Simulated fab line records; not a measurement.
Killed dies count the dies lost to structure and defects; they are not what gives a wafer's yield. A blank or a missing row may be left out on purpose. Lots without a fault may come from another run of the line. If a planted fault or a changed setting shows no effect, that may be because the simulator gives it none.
8D (eight disciplines) problem report, filled in by code -- flow sky130 -- the parts of the form that need people (team, actions taken, sign-off) are left out

== 1. THE ISSUE ==
Mean of cd nm at SKY_CONTACT_CD_MEAS_14: 180.3 nm across 6 wafers in 2 lots; on wafers with no fault it is 170.1 nm (standard deviation 1.5). That is +6.8 standard deviations from the usual mean.
The step: target cd 170 nm.
First observed at day 37 00:14: wafer L602.3, on cd sem-01. The record holds 42 wafers of 14 lots with a number at this step. Rule for "out" (also "out of limits"): further than 4 standard deviations from the usual mean. The rest of the wafers with a number are treated as sound.

== 2. WHAT IT IS, WHAT IT ISN'T ==
question,is,is not
which readings at this step,cd nm,-
which lots,"L602, L603","L591, L592, L593, L597, L600, L601, L604, L607, L610, L611, L612, L614"
which wafers of those lots,all that have a number,-
read on which gauges,cd sem-01,cd sem-02
when,from day 37 00:14,"up to then (18 sound wafers); but 18 sound wafers of L604, L607, L610, L611, L612, L614 came after"

== 3. SUSPECTS, AND WHAT RULES EACH OUT ==
Counting: any tool at a process step up to the reading is kept as a suspect provided that every lot that is out went through it and no sound lot did after the first of them.
- the gauge at SKY_CONTACT_CD_MEAS_14 is ruled out. All the wafers that are out were read on cd sem-01, but those of them that SKY_CONTACT_SOFTBAKE_10 has rows for are out there too, on other tools.
- litho track-02 at SKY_CONTACT_SOFTBAKE_10 (time 90 s): ruled out as a lasting fault. The sound lots L610, L611 went through it after L602, its earliest lot that is out (day 36 10:00).
Left after counting: nothing in the record.

== 4. THE CAUSE (what the simulator had put in) ==
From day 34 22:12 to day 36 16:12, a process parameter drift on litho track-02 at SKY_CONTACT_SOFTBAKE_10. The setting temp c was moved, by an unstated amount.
It was ruled out by counting, in error; the rule expects a fault to strike all lots run on its tool from its start on, and this fault did not.

== 5. SEQUENCE OF EFFECTS, ordered by route ==
Each row: a reading whose mean over the struck wafers that have a number lies more than 3 standard deviations from the usual. Readings are gone through only where the record gives a usual standard deviation; hours: the median, over the lots, of the time from a lot's start at the first step in this table giving one to that lot's start at this step; sigmas: the change measured in usual standard deviations.
hours,step,reading,usual,on struck wafers,change,sigmas
0,SKY_CONTACT_SOFTBAKE_10,heater power total W,57.35 W,68.43,+11.08,+99 or more
0,SKY_CONTACT_SOFTBAKE_10,plate temp C,99.97 C,113.77,+13.80,+99 or more
14,SKY_CONTACT_CD_MEAS_14,cd nm,170.1 nm,180.3,+10.2,+6.8
14,SKY_CONTACT_STRIP_19,strip time to endpoint s,3.601 s,3.512,-0.089,-3.3
It contains these process steps:
- SKY_CONTACT_SOFTBAKE_10: time 90 s.
- SKY_CONTACT_STRIP_19: strips in O2/N2.

== 6. WHAT WOULD HAVE CAUGHT IT SOONER ==
In this record the first reading out of limits at a measuring or inspecting step was taken at day 37 00:14, 50 hours after the fault began at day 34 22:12.
Tool's own readings at SKY_CONTACT_SOFTBAKE_10, heater power total W, plate temp C: out on all struck wafers the step has rows for; an alarm limit on them would have tripped on the first.
